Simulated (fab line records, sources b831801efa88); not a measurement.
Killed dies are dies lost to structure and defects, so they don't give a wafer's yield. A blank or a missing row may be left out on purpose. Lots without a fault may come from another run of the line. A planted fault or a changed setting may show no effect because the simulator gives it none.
Chamber matching | flow sky130 | SKY_CONTACT_CMP_27 on cmp-02: 4 sister chambers
The step polishes, stops on SiO2, t overpolish 15 s, target thk 0 nm. 8 wafers are shown with their chamber, then 6 later ones without.

WAFERS WITH THEIR CHAMBER
wafer  | chamber | motor_current_A (A) | time_to_endpoint_s (s)
L402.1 | 3       | 11.9                | 83
L402.3 | 1       | 10.3                | 77
L403.4 | 2       | 12.9                | 80
L409.1 | 0       | 9.2                 | 81
L409.4 | 3       | 12.0                | 80
L413.1 | 2       | 12.8                | 85
L413.3 | 1       | 10.1                | 82
L413.6 | 0       | 10.0                | 84

WAFERS WITHOUT THEIR CHAMBER
wafer  | motor_current_A (A) | time_to_endpoint_s (s)
L416.3 | 10.6                | 77
L416.5 | 11.0                | 80
L416.6 | 12.2                | 81
L424.1 | 12.8                | 87
L424.3 | 9.7                 | 87
L424.5 | 12.8                | 85

WHICH CHAMBER EACH WENT THROUGH
wafer  | from the rows above     | in truth
L416.3 | 1                       | 1
L416.5 | can't be placed: 1 or 3 | 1
L416.6 | can't be placed: 3 or 2 | 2
L424.1 | can't be placed: 2 or 3 | 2
L424.3 | can't be placed: 0 or 1 | 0
L424.5 | 2                       | 2
Placed correctly: 2 of 6. Can't be placed from these rows: 4 (the true chamber is among the candidates in 4). Placed wrongly: 0.
How it was worked out, from the rows above alone: a wafer's distance from a chamber is the root of the sum, over the readings, of the square of ((its reading less the chamber's mean) divided by the reading's scatter). The wafer belongs to the nearest chamber; if the next one is less than 2 further off, it can't be placed. A chamber's mean is the mean of its shown wafers. The scatter: the root of (the sum of the squares of (reading less its chamber's mean) over the shown wafers, divided by (wafers less chambers)).
